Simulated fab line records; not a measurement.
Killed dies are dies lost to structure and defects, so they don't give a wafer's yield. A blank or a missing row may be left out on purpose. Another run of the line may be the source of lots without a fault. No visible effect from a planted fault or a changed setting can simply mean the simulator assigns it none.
What tool caused it? || flow sky130 || 12 lots with 36 wafers sampled at 5 steps, on a route of 708 steps

## WHAT THE GAUGES SHOWED, per wafer
SKY_SD_N_CD_MEAS_07: the cd target is 380 nm. Usual: cd-nm 379.7 nm, standard deviation 2.7.
{"lot": "L144", "measured": "day 27 22:28", "on": "cd-sem-01", "cd-nm (nm)": "382.0 382.9 381.6", "flag": ""}
{"lot": "L145", "measured": "day 28 01:11", "on": "cd-sem-01", "cd-nm (nm)": "376.3 376.0 375.9", "flag": ""}
{"lot": "L147", "measured": "day 29 17:55", "on": "cd-sem-02", "cd-nm (nm)": "382.9 381.7 384.0", "flag": ""}
{"lot": "L152", "measured": "day 32 12:14", "on": "cd-sem-02", "cd-nm (nm)": "376.4 375.2 374.2", "flag": ""}
{"lot": "L155", "measured": "day 32 13:11", "on": "cd-sem-01", "cd-nm (nm)": "379.5 377.0 380.3", "flag": ""}
{"lot": "L154", "measured": "day 32 12:10", "on": "cd-sem-01", "cd-nm (nm)": "378.9 379.6 379.0", "flag": ""}
{"lot": "L156", "measured": "day 32 13:02", "on": "cd-sem-02", "cd-nm (nm)": "378.4 379.7 379.3", "flag": ""}
{"lot": "L158", "measured": "day 32 16:26", "on": "cd-sem-02", "cd-nm (nm)": "379.8 380.9 378.5", "flag": ""}
{"lot": "L160", "measured": "day 33 06:46", "on": "cd-sem-02", "cd-nm (nm)": "384.2 383.5 384.5", "flag": ""}
{"lot": "L162", "measured": "day 34 01:37", "on": "cd-sem-02", "cd-nm (nm)": "373.9 377.1 378.5", "flag": ""}
{"lot": "L163", "measured": "day 34 02:50", "on": "cd-sem-02", "cd-nm (nm)": "379.2 378.0 377.4", "flag": ""}
{"lot": "L166", "measured": "day 35 23:25", "on": "cd-sem-02", "cd-nm (nm)": "383.8 384.8 381.8", "flag": ""}

SKY_SD_N_RS_MEAS_16: measures by four-point-probe. Usual: SD_N_RS gives 68.50 ohm/sq (standard deviation 0.12).
{"lot": "L144", "measured": "day 27 23:19", "on": "film-metro-03", "SD_N_RS (ohm/sq)": "68.54 68.36 68.39", "flag": ""}
{"lot": "L145", "measured": "day 28 02:05", "on": "film-metro-03", "SD_N_RS (ohm/sq)": "68.50 68.49 68.46", "flag": ""}
{"lot": "L147", "measured": "day 29 18:45", "on": "film-metro-03", "SD_N_RS (ohm/sq)": "68.63 68.66 68.65", "flag": ""}
{"lot": "L152", "measured": "day 32 16:36", "on": "film-metro-01", "SD_N_RS (ohm/sq)": "68.58 68.56 68.71", "flag": ""}
{"lot": "L155", "measured": "day 32 14:02", "on": "film-metro-01", "SD_N_RS (ohm/sq)": "68.66 68.61 68.48", "flag": ""}
{"lot": "L154", "measured": "day 32 12:59", "on": "film-metro-04", "SD_N_RS (ohm/sq)": "68.59 68.67 68.65", "flag": ""}
{"lot": "L156", "measured": "day 32 13:52", "on": "film-metro-04", "SD_N_RS (ohm/sq)": "68.49 68.38 68.38", "flag": ""}
{"lot": "L158", "measured": "day 32 17:26", "on": "film-metro-03", "SD_N_RS (ohm/sq)": "68.54 68.36 68.46", "flag": ""}
{"lot": "L160", "measured": "day 33 07:37", "on": "film-metro-03", "SD_N_RS (ohm/sq)": "68.58 68.55 68.51", "flag": ""}
{"lot": "L162", "measured": "day 34 02:28", "on": "film-metro-03", "SD_N_RS (ohm/sq)": "68.41 68.47 68.45", "flag": ""}
{"lot": "L163", "measured": "day 34 03:40", "on": "film-metro-01", "SD_N_RS (ohm/sq)": "68.43 68.38 68.48", "flag": ""}
{"lot": "L166", "measured": "day 36 00:16", "on": "film-metro-03", "SD_N_RS (ohm/sq)": "68.57 68.33 68.44", "flag": ""}

## EACH LOT AND THE TOOL THAT RAN IT (in order: tool; ch and the chambers of the sampled wafers; start)
{"lot": "L144", "SKY_SONOS_ONO_STRIP_17": "plasma-asher-03 ch 0,1, day 12 22:50", "SKY_LDD_LDN_COAT_02": "litho-track-02 ch 0, day 22 07:35", "SKY_LDD_LDN_STRIP_12": "plasma-asher-01 ch 0,1, day 22 22:43"}
{"lot": "L145", "SKY_SONOS_ONO_STRIP_17": "plasma-asher-01 ch 0,1, day 13 05:08", "SKY_LDD_LDN_COAT_02": "litho-track-03 ch 0, day 22 10:49", "SKY_LDD_LDN_STRIP_12": "plasma-asher-01 ch 0,1, day 23 01:55"}
{"lot": "L147", "SKY_SONOS_ONO_STRIP_17": "plasma-asher-01 ch 0,1, day 14 16:23", "SKY_LDD_LDN_COAT_02": "litho-track-03 ch 0, day 24 05:07", "SKY_LDD_LDN_STRIP_12": "plasma-asher-02 ch 0,1, day 24 20:03"}
{"lot": "L152", "SKY_SONOS_ONO_STRIP_17": "plasma-asher-02 ch 0,1, day 16 07:05", "SKY_LDD_LDN_COAT_02": "litho-track-03 ch 0, day 27 04:07", "SKY_LDD_LDN_STRIP_12": "plasma-asher-01 ch 0,1, day 27 19:45"}
{"lot": "L155", "SKY_SONOS_ONO_STRIP_17": "plasma-asher-02 ch 0,1, day 16 11:32", "SKY_LDD_LDN_COAT_02": "litho-track-03 ch 0, day 27 03:31", "SKY_LDD_LDN_STRIP_12": "plasma-asher-01 ch 0,1, day 27 19:19"}
{"lot": "L154", "SKY_SONOS_ONO_STRIP_17": "plasma-asher-01 ch 0,1, day 16 11:52", "SKY_LDD_LDN_COAT_02": "litho-track-02 ch 0, day 27 03:20", "SKY_LDD_LDN_STRIP_12": "plasma-asher-02 ch 0,1, day 27 19:11"}
{"lot": "L156", "SKY_SONOS_ONO_STRIP_17": "plasma-asher-01 ch 0,1, day 16 23:39", "SKY_LDD_LDN_COAT_02": "litho-track-02 ch 0, day 27 03:55", "SKY_LDD_LDN_STRIP_12": "plasma-asher-03 ch 0,1, day 27 19:27"}
{"lot": "L158", "SKY_SONOS_ONO_STRIP_17": "plasma-asher-02 ch 0,1, day 17 18:35", "SKY_LDD_LDN_COAT_02": "litho-track-04 ch 0, day 27 11:28", "SKY_LDD_LDN_STRIP_12": "plasma-asher-01 ch 0,1, day 28 02:07"}
{"lot": "L160", "SKY_SONOS_ONO_STRIP_17": "plasma-asher-01 ch 0,1, day 18 13:35", "SKY_LDD_LDN_COAT_02": "litho-track-04 ch 0, day 28 02:52", "SKY_LDD_LDN_STRIP_12": "plasma-asher-03 ch 1, day 28 18:03"}
{"lot": "L162", "SKY_SONOS_ONO_STRIP_17": "plasma-asher-02 ch 0,1, day 19 06:36", "SKY_LDD_LDN_COAT_02": "litho-track-04 ch 0, day 28 19:28", "SKY_LDD_LDN_STRIP_12": "plasma-asher-03 ch 0,1, day 29 09:21"}
{"lot": "L163", "SKY_SONOS_ONO_STRIP_17": "plasma-asher-01 ch 0, day 19 09:48", "SKY_LDD_LDN_COAT_02": "litho-track-02 ch 0, day 28 23:10", "SKY_LDD_LDN_STRIP_12": "plasma-asher-02 ch 0, day 29 13:18"}
{"lot": "L166", "SKY_SONOS_ONO_STRIP_17": "plasma-asher-01 ch 0,1, day 21 06:29", "SKY_LDD_LDN_COAT_02": "litho-track-02 ch 0, day 30 19:02", "SKY_LDD_LDN_STRIP_12": "plasma-asher-03 ch 0,1, day 31 09:31"}
- SKY_SONOS_ONO_STRIP_17: strips in O2/N2.
- SKY_LDD_LDN_COAT_02: resist thk 1140 nm.
- SKY_LDD_LDN_STRIP_12: strips in O2/N2.

## AS READ BY THE TOOLS THEMSELVES (means over the sampled wafers that have a number; for cases with no such wafer, the mark the record gives instead)
SKY_SONOS_ONO_STRIP_17. Usual: drypump-motor-current-A 5.25 A, standard deviation 0.27; o2-flow-sccm 3000 sccm, standard deviation 8.7; oes-product-au 0.710 a.u., standard deviation 0.005; strip-time-to-endpoint-s 14.11 s, standard deviation 0.036.
{"lot": "L144", "tool": "plasma-asher-03", "drypump-motor-current-A (A)": 5.40, "o2-flow-sccm (sccm)": 3005, "oes-product-au (a.u.)": 0.710, "strip-time-to-endpoint-s (s)": 14.15, "flag": ""}
{"lot": "L145", "tool": "plasma-asher-01", "drypump-motor-current-A (A)": 5.34, "o2-flow-sccm (sccm)": 3002, "oes-product-au (a.u.)": 0.711, "strip-time-to-endpoint-s (s)": 14.15, "flag": ""}
{"lot": "L147", "tool": "plasma-asher-01", "drypump-motor-current-A (A)": 5.30, "o2-flow-sccm (sccm)": 2997, "oes-product-au (a.u.)": 0.705, "strip-time-to-endpoint-s (s)": 14.14, "flag": ""}
{"lot": "L152", "tool": "plasma-asher-02", "drypump-motor-current-A (A)": 5.13, "o2-flow-sccm (sccm)": 3004, "oes-product-au (a.u.)": 0.708, "strip-time-to-endpoint-s (s)": 14.12, "flag": ""}
{"lot": "L155", "tool": "plasma-asher-02", "drypump-motor-current-A (A)": 5.10, "o2-flow-sccm (sccm)": 3006, "oes-product-au (a.u.)": 0.711, "strip-time-to-endpoint-s (s)": 14.08, "flag": ""}
{"lot": "L154", "tool": "plasma-asher-01", "drypump-motor-current-A (A)": 5.17, "o2-flow-sccm (sccm)": 2999, "oes-product-au (a.u.)": 0.708, "strip-time-to-endpoint-s (s)": 14.09, "flag": ""}
{"lot": "L156", "tool": "plasma-asher-01", "drypump-motor-current-A (A)": 5.15, "o2-flow-sccm (sccm)": 2996, "oes-product-au (a.u.)": 0.711, "strip-time-to-endpoint-s (s)": 14.12, "flag": ""}
{"lot": "L158", "tool": "plasma-asher-02", "drypump-motor-current-A (A)": 5.32, "o2-flow-sccm (sccm)": 2998, "oes-product-au (a.u.)": 0.710, "strip-time-to-endpoint-s (s)": 14.17, "flag": ""}
{"lot": "L160", "tool": "plasma-asher-01", "drypump-motor-current-A (A)": 5.17, "o2-flow-sccm (sccm)": 2995, "oes-product-au (a.u.)": 0.715, "strip-time-to-endpoint-s (s)": 14.12, "flag": ""}
{"lot": "L162", "tool": "plasma-asher-02", "drypump-motor-current-A (A)": 5.32, "o2-flow-sccm (sccm)": 3000, "oes-product-au (a.u.)": 0.711, "strip-time-to-endpoint-s (s)": 14.05, "flag": ""}
{"lot": "L163", "tool": "plasma-asher-01", "drypump-motor-current-A (A)": 5.50, "o2-flow-sccm (sccm)": 2988, "oes-product-au (a.u.)": 0.706, "strip-time-to-endpoint-s (s)": 14.12, "flag": ""}
{"lot": "L166", "tool": "plasma-asher-01", "drypump-motor-current-A (A)": 5.16, "o2-flow-sccm (sccm)": 3005, "oes-product-au (a.u.)": 0.713, "strip-time-to-endpoint-s (s)": 14.13, "flag": ""}

SKY_LDD_LDN_COAT_02. Usual: exhaust-pa 44.9 Pa, standard deviation 0.95.
{"lot": "L144", "tool": "litho-track-02", "exhaust-pa (Pa)": 45.3, "flag": ""}
{"lot": "L145", "tool": "litho-track-03", "exhaust-pa (Pa)": 46.1, "flag": ""}
{"lot": "L147", "tool": "litho-track-03", "exhaust-pa (Pa)": 44.9, "flag": ""}
{"lot": "L152", "tool": "litho-track-03", "exhaust-pa (Pa)": 46.6, "flag": ""}
{"lot": "L155", "tool": "litho-track-03", "exhaust-pa (Pa)": 44.1, "flag": ""}
{"lot": "L154", "tool": "litho-track-02", "exhaust-pa (Pa)": 44.0, "flag": ""}
{"lot": "L156", "tool": "litho-track-02", "exhaust-pa (Pa)": 45.0, "flag": ""}
{"lot": "L158", "tool": "litho-track-04", "exhaust-pa (Pa)": 44.4, "flag": ""}
{"lot": "L160", "tool": "litho-track-04", "exhaust-pa (Pa)": 43.8, "flag": ""}
{"lot": "L162", "tool": "litho-track-04", "exhaust-pa (Pa)": 45.2, "flag": ""}
{"lot": "L163", "tool": "litho-track-02", "exhaust-pa (Pa)": 45.1, "flag": ""}
{"lot": "L166", "tool": "litho-track-02", "exhaust-pa (Pa)": 44.1, "flag": ""}

SKY_LDD_LDN_STRIP_12. Usual: drypump-motor-current-A 5.27 A, standard deviation 0.26; o2-flow-sccm 2999 sccm, standard deviation 8.5; oes-product-au 0.716 a.u., standard deviation 0.0039; strip-time-to-endpoint-s 14.18 s, standard deviation 0.038.
{"lot": "L144", "tool": "plasma-asher-01", "drypump-motor-current-A (A)": 5.35, "o2-flow-sccm (sccm)": 3007, "oes-product-au (a.u.)": 0.719, "strip-time-to-endpoint-s (s)": 14.19, "flag": ""}
{"lot": "L145", "tool": "plasma-asher-01", "drypump-motor-current-A (A)": 5.34, "o2-flow-sccm (sccm)": 3012, "oes-product-au (a.u.)": 0.716, "strip-time-to-endpoint-s (s)": 14.18, "flag": ""}
{"lot": "L147", "tool": "plasma-asher-02", "drypump-motor-current-A (A)": 5.11, "o2-flow-sccm (sccm)": 2997, "oes-product-au (a.u.)": 0.714, "strip-time-to-endpoint-s (s)": 14.19, "flag": ""}
{"lot": "L152", "tool": "plasma-asher-01", "drypump-motor-current-A (A)": 5.16, "o2-flow-sccm (sccm)": 3006, "oes-product-au (a.u.)": 0.575, "strip-time-to-endpoint-s (s)": 8.14, "flag": "OFF"}
{"lot": "L155", "tool": "plasma-asher-01", "drypump-motor-current-A (A)": 5.16, "o2-flow-sccm (sccm)": 2994, "oes-product-au (a.u.)": 0.572, "strip-time-to-endpoint-s (s)": 8.14, "flag": "OFF"}
{"lot": "L154", "tool": "plasma-asher-02", "drypump-motor-current-A (A)": 5.13, "o2-flow-sccm (sccm)": 2994, "oes-product-au (a.u.)": 0.717, "strip-time-to-endpoint-s (s)": 14.19, "flag": ""}
{"lot": "L156", "tool": "plasma-asher-03", "drypump-motor-current-A (A)": 5.41, "o2-flow-sccm (sccm)": 3004, "oes-product-au (a.u.)": 0.714, "strip-time-to-endpoint-s (s)": 14.15, "flag": ""}
{"lot": "L158", "tool": "plasma-asher-01", "drypump-motor-current-A (A)": 5.33, "o2-flow-sccm (sccm)": 2996, "oes-product-au (a.u.)": 0.718, "strip-time-to-endpoint-s (s)": 14.20, "flag": ""}
{"lot": "L160", "tool": "plasma-asher-03", "drypump-motor-current-A (A)": 5.27, "o2-flow-sccm (sccm)": 2988, "oes-product-au (a.u.)": 0.716, "strip-time-to-endpoint-s (s)": 14.15, "flag": ""}
{"lot": "L162", "tool": "plasma-asher-03", "drypump-motor-current-A (A)": 5.47, "o2-flow-sccm (sccm)": 3000, "oes-product-au (a.u.)": 0.718, "strip-time-to-endpoint-s (s)": 14.18, "flag": ""}
{"lot": "L163", "tool": "plasma-asher-02", "drypump-motor-current-A (A)": 5.50, "o2-flow-sccm (sccm)": 3002, "oes-product-au (a.u.)": 0.716, "strip-time-to-endpoint-s (s)": 14.23, "flag": ""}
{"lot": "L166", "tool": "plasma-asher-03", "drypump-motor-current-A (A)": 5.35, "o2-flow-sccm (sccm)": 2997, "oes-product-au (a.u.)": 0.714, "strip-time-to-endpoint-s (s)": 14.22, "flag": ""}

## THE ANSWER, worked out from the rows above alone
Rule: a lot counts as off when the mean over its wafers that have a number is more than 3 standard deviations away from the usual mean. Also off: a lot with no number at a reading for which 4 or more lots have one. Any other lot the step has rows for is counted as sound. Order of review: gauges by route order, followed by the tools' own readings, for which a lot's mean as printed above is used. The first step at which some lot is off is used, and at that step the reading that is off furthest; a lot without a number counts as furthest.
Off: L152, L155, at SKY_LDD_LDN_STRIP_12 (strip-time-to-endpoint-s).
If a tool, at that step or one of the process steps before it, ran each lot that is off and ran no sound lot following the first of them, it fits. One candidate fits, namely litho-track-03 at SKY_LDD_LDN_COAT_02. A fault onset in the window from L147 (day 24 05:07, its last sound lot) to L155 (day 27 03:31, its first lot off) fits.

## WHAT WAS PUT IN BY THE SIMULATOR
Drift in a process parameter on litho-track-03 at SKY_LDD_LDN_COAT_02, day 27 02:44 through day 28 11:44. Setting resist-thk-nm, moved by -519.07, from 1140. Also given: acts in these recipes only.
Lots struck among those shown: L152, L155. Same finding as the rule above.
